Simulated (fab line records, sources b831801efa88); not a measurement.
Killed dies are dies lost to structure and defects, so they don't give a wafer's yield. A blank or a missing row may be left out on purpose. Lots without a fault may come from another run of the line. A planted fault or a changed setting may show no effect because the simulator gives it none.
Problem report in the 8D (eight disciplines) form, filled by code | flow sky130 | the parts of the form that need people (team, actions taken, sign-off) are left out

1. THE PROBLEM
VIA4_HDPCVD_THK at SKY_VIA4_THK_MEAS_01 reads a mean of 2464 nm on 4 wafers of 2 lots; wafers without a fault read 1756 nm with a standard deviation of 16. That is +44 standard deviations from the usual mean.
First seen on wafer L445.1, day 43 19:28, on film_metro-04. The record holds 36 wafers of 12 lots with a number at this step. Rule for "out", or "out of limits": more than 4 standard deviations from the usual mean. The other wafers with a number count as sound.

2. WHAT IT IS AND WHAT IT IS NOT
question                    | is                             | is not
which readings at this step | VIA4_HDPCVD_THK                | -
which lots                  | L445, L447                     | L439, L440, L441, L444, L446, L454, L456, L459, L460, L462
which wafers of those lots  | L445.1, L445.4, L445.5, L447.4 | L447.2, L447.6
read on which gauges        | film_metro-02, film_metro-04   | film_metro-03
when                        | from day 43 19:28              | up to then (12 sound wafers); but 20 sound wafers of L446, L447, L454, L456, L459, L460, L462 came after

3. SUSPECTS, AND WHAT RULES EACH OUT
Counting: a tool at a process step up to the reading stays a suspect if it ran every lot that is out. Sound lots after the first of them don't rule it out here, since some wafers of a struck lot are sound.
- the gauge at SKY_VIA4_THK_MEAS_01: ruled out. The wafers that are out were read on 2 gauges (film_metro-02, film_metro-04).
- cvd_w-02 at SKY_VIA2_CVD_21 (deposits W, target thk 420 nm, time 126.4 s): kept. It ran every lot that is out, first L445 (day 38 13:47); its last sound lot up to then is L444 (day 38 09:02).
- hdpcvd-01 at SKY_VIA4_HDPCVD_00 (deposits SiO2, target thk 1750 nm, time 291.7 s): kept. It ran every lot that is out, first L445 (day 43 19:17); its last sound lot up to then is L444 (day 43 13:17).
- Within cvd_w-02 at SKY_VIA2_CVD_21: the wafers that are out ran in chamber 1; their sound lot-mates ran in chamber 0.
Left after counting: cvd_w-02 at SKY_VIA2_CVD_21, hdpcvd-01 at SKY_VIA4_HDPCVD_00.

4. THE CAUSE (what the simulator had put in)
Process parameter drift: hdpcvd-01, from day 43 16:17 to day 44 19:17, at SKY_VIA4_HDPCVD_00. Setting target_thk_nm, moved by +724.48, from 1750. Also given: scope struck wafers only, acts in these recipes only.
Counting left 2 suspects, and this tool is among them.

5. THE CHAIN OF EFFECTS, in route order
Each row: a reading whose mean over the struck wafers that have a number lies more than 3 standard deviations from the usual. Only readings for which the record gives a usual standard deviation are gone through. hours: the time from each lot's start at the first step in this table that gives one to its start at this step, as a median over the lots. sigmas: the change in usual standard deviations.
hours | step                 | reading         | usual   | on struck wafers | change | sigmas
0     | SKY_VIA4_THK_MEAS_01 | VIA4_HDPCVD_THK | 1756 nm | 2464             | +708   | +44

6. WHAT WOULD HAVE CAUGHT IT SOONER
In this record the first reading out of limits at a measuring or inspecting step was taken at day 43 19:28, 3 hours after the fault began at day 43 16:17.
Of the lots that are out (2), L447 began SKY_VIA4_HDPCVD_00 on hdpcvd-01 after day 43 19:28. A hold on the tool at that time would have spared it.
